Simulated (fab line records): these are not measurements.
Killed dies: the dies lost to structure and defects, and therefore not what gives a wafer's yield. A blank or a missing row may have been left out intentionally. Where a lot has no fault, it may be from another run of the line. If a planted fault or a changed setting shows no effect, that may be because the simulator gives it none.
Which of the tools did it? || flow sky130 || 6 lots, 18 wafers sampled, at 3 steps of a route of 708

== WHAT EACH GAUGE READ, for each wafer ==
SKY_VT_ADJUST_HVTP_CD_MEAS_07 targets a cd of 380 nm.
{"lot": "L211", "measured": "day 6 06:49", "on": "cd_sem-02", "cd_nm (nm)": "380.1 381.4 379.4"}
{"lot": "L216", "measured": "day 8 07:39", "on": "cd_sem-01", "cd_nm (nm)": "383.0 384.4 383.2"}
{"lot": "L218", "measured": "day 9 05:40", "on": "cd_sem-01", "cd_nm (nm)": "381.4 380.2 377.5"}
{"lot": "L221", "measured": "day 10 04:37", "on": "cd_sem-01", "cd_nm (nm)": "378.6 377.0 376.5"}
{"lot": "L228", "measured": "day 11 06:02", "on": "cd_sem-02", "cd_nm (nm)": "377.0 377.3 377.6"}
{"lot": "L230", "measured": "day 11 10:05", "on": "cd_sem-01", "cd_nm (nm)": "380.9 377.7 380.2"}

== WHAT TOOL EACH LOT RAN ON (gives the tool, then ch and the chambers of the sampled wafers, and finally the start) ==
{"lot": "L211", "SKY_FIELD_ISO_ETCH_15": "rie_diel-02 ch 0,1,3, day 2 10:10", "SKY_VT_ADJUST_HVTP_EXPOSE_04": "iline_stepper-02 ch 0, day 5 22:16"}
{"lot": "L216", "SKY_FIELD_ISO_ETCH_15": "rie_diel-04 ch 0,2, day 3 14:49", "SKY_VT_ADJUST_HVTP_EXPOSE_04": "iline_stepper-02 ch 0, day 7 21:13"}
{"lot": "L218", "SKY_FIELD_ISO_ETCH_15": "rie_diel-02 ch 0,1, day 3 22:37", "SKY_VT_ADJUST_HVTP_EXPOSE_04": "iline_stepper-02 ch 0, day 8 18:45"}
{"lot": "L221", "SKY_FIELD_ISO_ETCH_15": "rie_diel-04 ch 0,1,3, day 4 18:31", "SKY_VT_ADJUST_HVTP_EXPOSE_04": "iline_stepper-02 ch 0, day 9 17:04"}
{"lot": "L228", "SKY_FIELD_ISO_ETCH_15": "rie_diel-03 ch 1,2,3, day 6 05:58", "SKY_VT_ADJUST_HVTP_EXPOSE_04": "iline_stepper-02 ch 0, day 10 18:50"}
{"lot": "L230", "SKY_FIELD_ISO_ETCH_15": "rie_diel-04 ch 0,2, day 6 14:34", "SKY_VT_ADJUST_HVTP_EXPOSE_04": "iline_stepper-02 ch 0, day 10 23:05"}
- SKY_FIELD_ISO_ETCH_15: etches the open film in CHF3/O2, stops on Si, target depth 180 nm, time 72 s.
- SKY_VT_ADJUST_HVTP_EXPOSE_04: exposes mask HVTPM, target cd 380 nm.

== THE ANSWER, worked out from the rows above alone ==
Rule: usual is defined by the lots themselves. The widest of any qualifying gaps counts: lots, ordered by their means at a reading, are off when they make up no more than a third of the lots, leave a main group of 4 or more, and stand apart from it by 3 or more times the standard deviation of that group's means. A main group is skipped when, at the precision printed for the reading in the tables above, its means are all equal. A lot without any number at a reading at which 4 lots or more have one is off too. Any other lot the step has rows for is counted as sound.
None of the lots is off at any reading shown; this tells nothing.

== WHAT THE SIMULATOR HAD PUT IN ==
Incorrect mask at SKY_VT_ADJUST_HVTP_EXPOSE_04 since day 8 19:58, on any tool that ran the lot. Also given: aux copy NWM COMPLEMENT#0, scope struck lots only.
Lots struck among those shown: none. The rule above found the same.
